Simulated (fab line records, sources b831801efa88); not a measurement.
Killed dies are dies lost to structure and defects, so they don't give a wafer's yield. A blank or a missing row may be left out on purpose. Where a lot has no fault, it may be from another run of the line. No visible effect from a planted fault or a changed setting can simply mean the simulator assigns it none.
Struck lot and sound lot, side by side ; flow gf180mcu ; 20 steps out of a route of 602
Sound: the wafers L654.1, L654.4, L654.6. The struck wafers were L650.4, L650.5, L650.6. The cause is given at the end.
Order at every step that has rows: each side's tool, ch and its chambers, its first start. Under that, the readings that differ: sound wafers ; struck wafers ; difference of the means ; sigmas: that difference in standard deviations of wafers without a fault.
alike: readings whose means differ by less than 2 such deviations, and words and numbers that are the same on both sides. not compared: withheld readings, readings that some wafer has no value for, bounds like >300 that may hide the same value, and numbers for which the record gives no deviation and whose values overlap.
Wherever a step has rows on one side only, a row that says differs or no value, or a row with sigmas, the two part there. Numbers that don't overlap but have no deviation are shown without sigmas and don't part them. A reading that every wafer of one side lacks parts them only if that side has two wafers or more.

first, 3 steps without rows for these wafers: GF_MIM_EXPOSE_16 (exposes mask FuseTop, target cd 2000 nm); GF_MIM_PEB_17; GF_MIM_DEVELOP_18 (develop time 60 s).
GF_MIM_METAL_ETCH_19: etches the open film in Cl2/BCl3, stops on Si3N4, target depth 324.5 nm, time 54.1 s.
  sound on rie metal-03 ch 0,1, day 29 23:56; struck on rie metal-04 ch 1, day 28 14:36
  alike: drypump motor current A, oes product au, throttle valve pct
  not compared: rf hours counter h
GF_MIM_STRIP_20: strips in O2/N2.
  sound on plasma asher-01 ch 0,1, day 30 00:01; struck on plasma asher-01 ch 0,1, day 28 14:43
  alike: drypump motor current A, heater power w, oes product au, strip time to endpoint s
  not compared: rf hours counter h
then, 7 steps without rows for these wafers: GF_MIM_STRIP_21 (strips in post etch residue remover, time 1200 s); GF_MIM_CLEAN_22 (cleans in DIW); GF_M5_DEHYDRATE_00 (time 60 s); GF_M5_HMDS_01 (prime time 60 s); GF_M5_COAT_02 (resist thk 1000 nm); GF_M5_SOFTBAKE_03 (time 60 s); GF_M5_EXPOSE_04 (exposes mask Metal5, target cd 280 nm).
GF_M5_PEB_05: peb time 90 s.
  sound on litho track-04 ch 0, day 30 18:34; struck on litho track-01 ch 0, day 29 09:56
reading;sound;struck;difference;sigmas
heater power total W (W);85.79 85.56 85.75;89.49 89.35 89.46;+3.73;+42
plate temp C (C);134.83 135.02 134.98;139.22 139.31 139.27;+4.32;+29
then, 1 step without rows for these wafers: GF_M5_DEVELOP_06 (develop time 60 s).
GF_M5_CD_MEAS_07: target cd 280 nm.
  sound: cd sem-01 at day 30 18:55; struck: cd sem-02 at day 29 10:14
reading;sound;struck;difference;sigmas
cd nm (nm);278.3 279.3 278.4;269.2 269.9 269.0;-9.3;-8
GF_M5_OVL_MEAS_08:
  sound: overlay-02 at day 30 19:02; struck: overlay-01 at day 29 10:19
  alike: M5_OVL
GF_M5_ETCH_09: etches Si3N4 in CF4/O2, target depth 52 nm, time 11.6 s.
  sound on rie diel-04 ch 1,2, day 30 19:05; struck on rie diel-04 ch 2,3, day 29 10:20
reading;sound;struck;difference;sigmas
model.M5.cd nm (nm);278.8 279.7 278.4;270 269.5 269.4;-9;
  alike: cf4 flow sccm, drypump motor current A, oes product au, throttle valve pct
  not compared: rf hours counter h
GF_M5_METAL_ETCH_10: etches the open film in Cl2/BCl3, stops on SiO2, target depth 750.8 nm, time 125.1 s.
  sound on rie metal-03 ch 0,1, day 30 19:06; struck on rie metal-03 ch 0,1, day 29 10:25
  alike: drypump motor current A, oes product au, throttle valve pct
  not compared: rf hours counter h, model.M5.cd nm
GF_M5_STRIP_11: strips in O2/N2.
  sound on plasma asher-01 ch 0,1, day 30 19:16; struck on plasma asher-01 ch 0,1, day 29 10:31
  alike: drypump motor current A, heater power w, oes product au, strip time to endpoint s
  not compared: rf hours counter h
GF_PASSIVATION_PROBE_99:
  the record holds rows for the sound wafers here (prober-01, day 33 02:10) but none for the struck ones

## WHERE THEY PART
At GF_M5_PEB_05 first; at GF_PASSIVATION_PROBE_99 last (within this record only).

WHY: whatever the simulator had introduced
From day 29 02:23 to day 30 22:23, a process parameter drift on litho track-01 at GF_M5_PEB_05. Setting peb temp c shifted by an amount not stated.
